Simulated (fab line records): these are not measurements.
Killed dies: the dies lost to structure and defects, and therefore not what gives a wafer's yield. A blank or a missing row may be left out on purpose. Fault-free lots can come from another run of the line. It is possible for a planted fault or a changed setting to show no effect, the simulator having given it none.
Which of the tools did it? || flow sky130 || 33 wafers from 11 lots sampled at 5 of the route's 708 steps

WHAT THE GAUGES SHOWED, per wafer
SKY_VT_ADJUST_NCORE_CD_MEAS_07: target cd 380 nm.
{"lot": "L718", "measured": "day 9 04:35", "on": "cd_sem-02", "cd_nm (nm)": "382 381 380"}
{"lot": "L721", "measured": "day 9 17:08", "on": "cd_sem-01", "cd_nm (nm)": "376 377 374"}
{"lot": "L722", "measured": "day 10 02:52", "on": "cd_sem-02", "cd_nm (nm)": "373 370 372"}
{"lot": "L723", "measured": "day 10 13:47", "on": "cd_sem-02", "cd_nm (nm)": "377 378 379"}
{"lot": "L725", "measured": "day 10 23:27", "on": "cd_sem-01", "cd_nm (nm)": "380 379 377"}
{"lot": "L726", "measured": "day 11 06:25", "on": "cd_sem-01", "cd_nm (nm)": "383 383 386"}
{"lot": "L734", "measured": "day 13 15:32", "on": "cd_sem-01", "cd_nm (nm)": "378 379 379"}
{"lot": "L735", "measured": "day 14 00:48", "on": "cd_sem-02", "cd_nm (nm)": "383 384 386"}
{"lot": "L736", "measured": "day 14 06:43", "on": "cd_sem-02", "cd_nm (nm)": "380 377 381"}
{"lot": "L738", "measured": "day 14 17:16", "on": "cd_sem-02", "cd_nm (nm)": "383 380 381"}
{"lot": "L740", "measured": "day 15 14:45", "on": "cd_sem-02", "cd_nm (nm)": "384 383 386"}

SKY_VT_ADJUST_HVTR_CD_MEAS_07: target cd 380 nm.
{"lot": "L718", "measured": "day 10 02:49", "on": "cd_sem-01", "cd_nm (nm)": "381.0 381.7 381.2"}
{"lot": "L721", "measured": "day 10 16:11", "on": "cd_sem-02", "cd_nm (nm)": "383.4 383.1 382.0"}
{"lot": "L722", "measured": "day 11 00:44", "on": "cd_sem-01", "cd_nm (nm)": "384.1 382.7 382.8"}
{"lot": "L723", "measured": "day 11 12:03", "on": "cd_sem-02", "cd_nm (nm)": "385.2 386.0 382.0"}
{"lot": "L725", "measured": "day 11 22:33", "on": "cd_sem-02", "cd_nm (nm)": "381.3 379.9 379.4"}
{"lot": "L726", "measured": "day 12 05:55", "on": "cd_sem-02", "cd_nm (nm)": "- - -"}
{"lot": "L734", "measured": "day 14 17:06", "on": "cd_sem-02", "cd_nm (nm)": "378.9 378.4 378.7"}
{"lot": "L735", "measured": "day 15 02:08", "on": "cd_sem-02", "cd_nm (nm)": "380.9 379.2 381.3"}
{"lot": "L736", "measured": "day 15 08:31", "on": "cd_sem-02", "cd_nm (nm)": "384.4 384.0 382.4"}
{"lot": "L738", "measured": "day 15 19:49", "on": "cd_sem-02", "cd_nm (nm)": "380.3 381.0 379.8"}
{"lot": "L740", "measured": "day 16 18:54", "on": "cd_sem-02", "cd_nm (nm)": "380.4 378.7 380.1"}

SKY_VT_ADJUST_HVTR_TW_MEAS_11.
{"lot": "L718", "measured": "day 10 03:13", "on": "film_metro-01", "VT_ADJUST_HVTR_TW": "215.5 215.5 215.7"}
{"lot": "L721", "measured": "day 10 16:35", "on": "film_metro-03", "VT_ADJUST_HVTR_TW": "211.3 212.5 213.0"}
{"lot": "L722", "measured": "day 11 01:08", "on": "film_metro-01", "VT_ADJUST_HVTR_TW": "211.3 211.7 213.0"}
{"lot": "L723", "measured": "day 11 12:27", "on": "film_metro-01", "VT_ADJUST_HVTR_TW": "213.5 213.2 212.1"}
{"lot": "L725", "measured": "day 11 22:56", "on": "film_metro-01", "VT_ADJUST_HVTR_TW": "212.8 213.5 211.8"}
{"lot": "L726", "measured": "day 12 06:19", "on": "film_metro-03", "VT_ADJUST_HVTR_TW": "30.2 30.4 30.2 30.4 30.2 30.3"}
{"lot": "L734", "measured": "day 14 17:31", "on": "film_metro-03", "VT_ADJUST_HVTR_TW": "210.5 210.7 210.3"}
{"lot": "L735", "measured": "day 15 02:32", "on": "film_metro-03", "VT_ADJUST_HVTR_TW": "212.5 211.7 212.0"}
{"lot": "L736", "measured": "day 15 08:56", "on": "film_metro-01", "VT_ADJUST_HVTR_TW": "213.7 212.6 213.7"}
{"lot": "L738", "measured": "day 15 20:17", "on": "film_metro-01", "VT_ADJUST_HVTR_TW": "213.1 213.8 213.6"}
{"lot": "L740", "measured": "day 16 19:18", "on": "film_metro-01", "VT_ADJUST_HVTR_TW": "213.7 213.3 212.1"}

TOOL THAT RAN EACH LOT (tool first, then ch and the chambers of the sampled wafers, then the start)
{"lot": "L718", "SKY_NWELL_RTA_28": "rtp_anneal-02 ch 0, day 5 20:33", "SKY_VT_ADJUST_HVTR_EXPOSE_04": "iline_stepper-02 ch 0, day 9 15:45"}
{"lot": "L721", "SKY_NWELL_RTA_28": "rtp_anneal-01 ch 0, day 6 06:40", "SKY_VT_ADJUST_HVTR_EXPOSE_04": "iline_stepper-02 ch 0, day 10 05:31"}
{"lot": "L722", "SKY_NWELL_RTA_28": "rtp_anneal-01 ch 0, day 6 14:31", "SKY_VT_ADJUST_HVTR_EXPOSE_04": "iline_stepper-02 ch 0, day 10 14:22"}
{"lot": "L723", "SKY_NWELL_RTA_28": "rtp_anneal-02 ch 0, day 7 00:24", "SKY_VT_ADJUST_HVTR_EXPOSE_04": "iline_stepper-01 ch 0, day 11 00:35"}
{"lot": "L725", "SKY_NWELL_RTA_28": "rtp_anneal-01 ch 0, day 7 09:13", "SKY_VT_ADJUST_HVTR_EXPOSE_04": "iline_stepper-01 ch 0, day 11 11:24"}
{"lot": "L726", "SKY_NWELL_RTA_28": "rtp_anneal-02 ch 0, day 7 14:33", "SKY_VT_ADJUST_HVTR_EXPOSE_04": "iline_stepper-01 ch 0, day 11 18:43"}
{"lot": "L734", "SKY_NWELL_RTA_28": "rtp_anneal-02 ch 0, day 9 16:38", "SKY_VT_ADJUST_HVTR_EXPOSE_04": "iline_stepper-01 ch 0, day 14 04:11"}
{"lot": "L735", "SKY_NWELL_RTA_28": "rtp_anneal-01 ch 0, day 9 23:58", "SKY_VT_ADJUST_HVTR_EXPOSE_04": "iline_stepper-01 ch 0, day 14 13:35"}
{"lot": "L736", "SKY_NWELL_RTA_28": "rtp_anneal-02 ch 0, day 10 06:10", "SKY_VT_ADJUST_HVTR_EXPOSE_04": "iline_stepper-02 ch 0, day 14 20:26"}
{"lot": "L738", "SKY_NWELL_RTA_28": "rtp_anneal-01 ch 0, day 10 16:19", "SKY_VT_ADJUST_HVTR_EXPOSE_04": "iline_stepper-02 ch 0, day 15 06:34"}
{"lot": "L740", "SKY_NWELL_RTA_28": "rtp_anneal-01 ch 0, day 11 10:00", "SKY_VT_ADJUST_HVTR_EXPOSE_04": "iline_stepper-02 ch 0, day 16 05:13"}
- SKY_NWELL_RTA_28: time 30 s.
- SKY_VT_ADJUST_HVTR_EXPOSE_04: exposes mask HVTRM, target cd 380 nm.

WHAT THE TOOLS THEMSELVES READ (means of the sampled wafers that have a number; where no wafer has one, the mark that the record gives instead)
SKY_NWELL_RTA_28.
{"lot": "L718", "tool": "rtp_anneal-02", "lamp_power_pct (%)": 25.26, "wafer_temp_C_max": 1055.2}
{"lot": "L721", "tool": "rtp_anneal-01", "lamp_power_pct (%)": 25.31, "wafer_temp_C_max": 1055.1}
{"lot": "L722", "tool": "rtp_anneal-01", "lamp_power_pct (%)": 25.32, "wafer_temp_C_max": 1055.0}
{"lot": "L723", "tool": "rtp_anneal-02", "lamp_power_pct (%)": 25.34, "wafer_temp_C_max": 1056.6}
{"lot": "L725", "tool": "rtp_anneal-01", "lamp_power_pct (%)": 25.29, "wafer_temp_C_max": 1055.9}
{"lot": "L726", "tool": "rtp_anneal-02", "lamp_power_pct (%)": 25.35, "wafer_temp_C_max": 1054.9}
{"lot": "L734", "tool": "rtp_anneal-02", "lamp_power_pct (%)": 25.29, "wafer_temp_C_max": 1055.9}
{"lot": "L735", "tool": "rtp_anneal-01", "lamp_power_pct (%)": 25.34, "wafer_temp_C_max": 1054.8}
{"lot": "L736", "tool": "rtp_anneal-02", "lamp_power_pct (%)": 25.32, "wafer_temp_C_max": 1054.4}
{"lot": "L738", "tool": "rtp_anneal-01", "lamp_power_pct (%)": 25.33, "wafer_temp_C_max": 1054.9}
{"lot": "L740", "tool": "rtp_anneal-01", "lamp_power_pct (%)": 25.29, "wafer_temp_C_max": 1054.4}

THE ANSWER, worked out from the rows above alone
Rule: usual is defined by the lots themselves. The widest of any qualifying gaps counts: lots, ordered by their means at a reading, are off when they make up no more than a third of the lots, leave a main group of 4 or more, and stand apart from it by 3 or more times the standard deviation of that group's means. Not used: any main group whose means are identical at the precision the tables above print for the reading. A lot without any number at a reading at which 4 lots or more have one is off too. The other lots that the step has rows for count as sound. The gauges are gone through in route order, then the tools' own readings, and for those a lot's mean is taken as printed above. At the first step where some lot is off, the reading lying furthest off is the one used; lots without a number count as furthest.
Off: L726, at SKY_VT_ADJUST_HVTR_CD_MEAS_07 (cd_nm). Without a number there: L726. Mean 381.5 nm and standard deviation 1.8 in the main group.
A tool fits if, at a process step before that reading, it ran every lot that is off, and no sound lot after the first of them. The gauges at SKY_VT_ADJUST_HVTR_CD_MEAS_07 aren't tried: what is off there is off at SKY_VT_ADJUST_HVTR_TW_MEAS_11 too, on other tools, and a gauge's error can't cause that. None of those tried fits.

WHAT THE SIMULATOR HAD INSERTED
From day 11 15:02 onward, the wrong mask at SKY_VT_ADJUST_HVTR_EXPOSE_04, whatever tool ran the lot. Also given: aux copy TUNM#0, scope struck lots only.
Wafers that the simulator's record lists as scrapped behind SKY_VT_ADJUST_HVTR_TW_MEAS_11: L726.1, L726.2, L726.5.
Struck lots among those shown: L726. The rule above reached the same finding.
